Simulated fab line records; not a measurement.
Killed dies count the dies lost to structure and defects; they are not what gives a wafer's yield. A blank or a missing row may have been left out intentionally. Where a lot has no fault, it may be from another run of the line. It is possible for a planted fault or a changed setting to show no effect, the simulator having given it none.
Tool commonality check / flow gf180mcu / Sampled: 13 lots, 39 wafers

WHY IT WAS OPENED
At GF_DUAL_GATE_THK_MEAS_03 the reading DUAL_GATE_OXIDATION_00_THK is flagged on 2 of 13 lots. No-fault wafers: 10.84 nm, standard deviation 0.18.
Rule: a lot is flagged when every wafer of it that has a number lies more than 4 standard deviations from that mean, or none has a number. The rest of the lots are taken to be sound.

lot=L272; measured=day 7 17:10; on=film_metro-01; DUAL_GATE_OXIDATION_00_THK (nm), wafer by wafer=10.97 11.17 11.10; flag=
lot=L273; measured=day 7 23:58; on=film_metro-03; DUAL_GATE_OXIDATION_00_THK (nm), wafer by wafer=11.01 10.69 10.85; flag=
lot=L274; measured=day 8 04:55; on=film_metro-03; DUAL_GATE_OXIDATION_00_THK (nm), wafer by wafer=11.13 11.00 10.97; flag=
lot=L275; measured=day 8 16:06; on=film_metro-01; DUAL_GATE_OXIDATION_00_THK (nm), wafer by wafer=10.90 10.70 10.72; flag=
lot=L276; measured=day 8 19:40; on=film_metro-03; DUAL_GATE_OXIDATION_00_THK (nm), wafer by wafer=10.63 10.41 10.66; flag=
lot=L277; measured=day 9 03:10; on=film_metro-01; DUAL_GATE_OXIDATION_00_THK (nm), wafer by wafer=10.69 10.78 10.67; flag=
lot=L279; measured=day 9 17:39; on=film_metro-03; DUAL_GATE_OXIDATION_00_THK (nm), wafer by wafer=16.91 16.72 16.77; flag=FLAGGED
lot=L280; measured=day 9 22:36; on=film_metro-04; DUAL_GATE_OXIDATION_00_THK (nm), wafer by wafer=16.60 16.81 17.11; flag=FLAGGED
lot=L282; measured=day 10 12:13; on=film_metro-03; DUAL_GATE_OXIDATION_00_THK (nm), wafer by wafer=10.97 10.85 10.78; flag=
lot=L286; measured=day 11 13:37; on=film_metro-04; DUAL_GATE_OXIDATION_00_THK (nm), wafer by wafer=10.91 11.02 10.84; flag=
lot=L289; measured=day 12 09:46; on=film_metro-04; DUAL_GATE_OXIDATION_00_THK (nm), wafer by wafer=11.04 11.18 11.07; flag=
lot=L293; measured=day 13 15:16; on=film_metro-01; DUAL_GATE_OXIDATION_00_THK (nm), wafer by wafer=10.86 10.93 10.98; flag=
lot=L295; measured=day 14 05:25; on=film_metro-04; DUAL_GATE_OXIDATION_00_THK (nm), wafer by wafer=10.93 10.89 10.71; flag=
Average over the flagged lots: 16.82 nm; offset from the usual +5.98 nm, equal to +33 standard deviations.

WHICH TOOL EACH LOT WENT THROUGH
The record holds 2 process steps before the reading, out of a route of 602 steps. Every cell lists first the tool, next ch and the chambers used by the sampled wafers, and last the start.
lot=L272; flag=; GF_STI_CMP_25=cmp-02 ch 1,2,3, day 2 04:33; GF_DUAL_GATE_OXIDATION_02=furnace-01 ch 0, day 7 15:43
lot=L273; flag=; GF_STI_CMP_25=cmp-01 ch 1,2,3, day 2 10:00; GF_DUAL_GATE_OXIDATION_02=furnace-02 ch 0, day 7 22:31
lot=L274; flag=; GF_STI_CMP_25=cmp-02 ch 1,3, day 2 13:55; GF_DUAL_GATE_OXIDATION_02=furnace-01 ch 0, day 8 03:28
lot=L275; flag=; GF_STI_CMP_25=cmp-02 ch 1,2,3, day 2 20:47; GF_DUAL_GATE_OXIDATION_02=furnace-01 ch 0, day 8 14:38
lot=L276; flag=; GF_STI_CMP_25=cmp-02 ch 0,2,3, day 3 00:22; GF_DUAL_GATE_OXIDATION_02=furnace-02 ch 0, day 8 18:13
lot=L277; flag=; GF_STI_CMP_25=cmp-01 ch 0,2,3, day 3 05:17; GF_DUAL_GATE_OXIDATION_02=furnace-01 ch 0, day 9 01:42
lot=L279; flag=FLAGGED; GF_STI_CMP_25=cmp-02 ch 0,1,3, day 3 16:37; GF_DUAL_GATE_OXIDATION_02=furnace-01 ch 0, day 9 14:35
lot=L280; flag=FLAGGED; GF_STI_CMP_25=cmp-02 ch 1,3, day 3 19:57; GF_DUAL_GATE_OXIDATION_02=furnace-02 ch 0, day 9 19:26
lot=L282; flag=; GF_STI_CMP_25=cmp-01 ch 0,1,2, day 4 07:09; GF_DUAL_GATE_OXIDATION_02=furnace-02 ch 0, day 10 10:46
lot=L286; flag=; GF_STI_CMP_25=cmp-02 ch 0,1,2, day 5 04:32; GF_DUAL_GATE_OXIDATION_02=furnace-02 ch 0, day 11 12:10
lot=L289; flag=; GF_STI_CMP_25=cmp-01 ch 0,2,3, day 5 19:00; GF_DUAL_GATE_OXIDATION_02=furnace-01 ch 0, day 12 08:19
lot=L293; flag=; GF_STI_CMP_25=cmp-01 ch 0,2,3, day 6 15:36; GF_DUAL_GATE_OXIDATION_02=furnace-02 ch 0, day 13 13:49
lot=L295; flag=; GF_STI_CMP_25=cmp-02 ch 0,1,2, day 7 02:32; GF_DUAL_GATE_OXIDATION_02=furnace-02 ch 0, day 14 03:59
These steps, and what they do:
- GF_STI_CMP_25: polishes, stops on Si3N4, t overpolish 33 s, target thk 524.6 nm.
- GF_DUAL_GATE_OXIDATION_02: stabilise 600 s, purge 300 s, target thk 10.887 nm.
- GF_DUAL_GATE_THK_MEAS_03

FLAGGED OVER TOTAL, TOOL BY TOOL (the gauges that took the reading come last)
step=GF_STI_CMP_25; tool=cmp-01; lots run=5; flagged=0; share of the flagged lots=none; sound lots run after its first flagged lot=-
step=GF_STI_CMP_25; tool=cmp-02; lots run=8; flagged=2; share of the flagged lots=all; sound lots run after its first flagged lot=2 (L286,L295)
step=GF_DUAL_GATE_OXIDATION_02; tool=furnace-01; lots run=6; flagged=1; share of the flagged lots=some; sound lots run after its first flagged lot=1 (L289)
step=GF_DUAL_GATE_OXIDATION_02; tool=furnace-02; lots run=7; flagged=1; share of the flagged lots=some; sound lots run after its first flagged lot=4 (L282,L286,L293,L295)
step=GF_DUAL_GATE_THK_MEAS_03; tool=film_metro-01; lots run=4; flagged=0; share of the flagged lots=none; sound lots run after its first flagged lot=-
step=GF_DUAL_GATE_THK_MEAS_03; tool=film_metro-03; lots run=5; flagged=1; share of the flagged lots=some; sound lots run after its first flagged lot=1 (L282)
step=GF_DUAL_GATE_THK_MEAS_03; tool=film_metro-04; lots run=4; flagged=1; share of the flagged lots=some; sound lots run after its first flagged lot=3 (L286,L289,L295)

WHAT THE TABLE PERMITS
In the table, 1 row covers all flagged lots: cmp-02 at GF_STI_CMP_25.
- cmp-02 at GF_STI_CMP_25 ran 8 lots, 2 of them flagged. After the first flagged lot (L286, L295), sound lots still ran on it; a lasting fault on the whole tool would not permit that.
There is no row in the table that ran each flagged lot and no sound lot after the first.

WHAT THE SIMULATOR HAD PUT IN
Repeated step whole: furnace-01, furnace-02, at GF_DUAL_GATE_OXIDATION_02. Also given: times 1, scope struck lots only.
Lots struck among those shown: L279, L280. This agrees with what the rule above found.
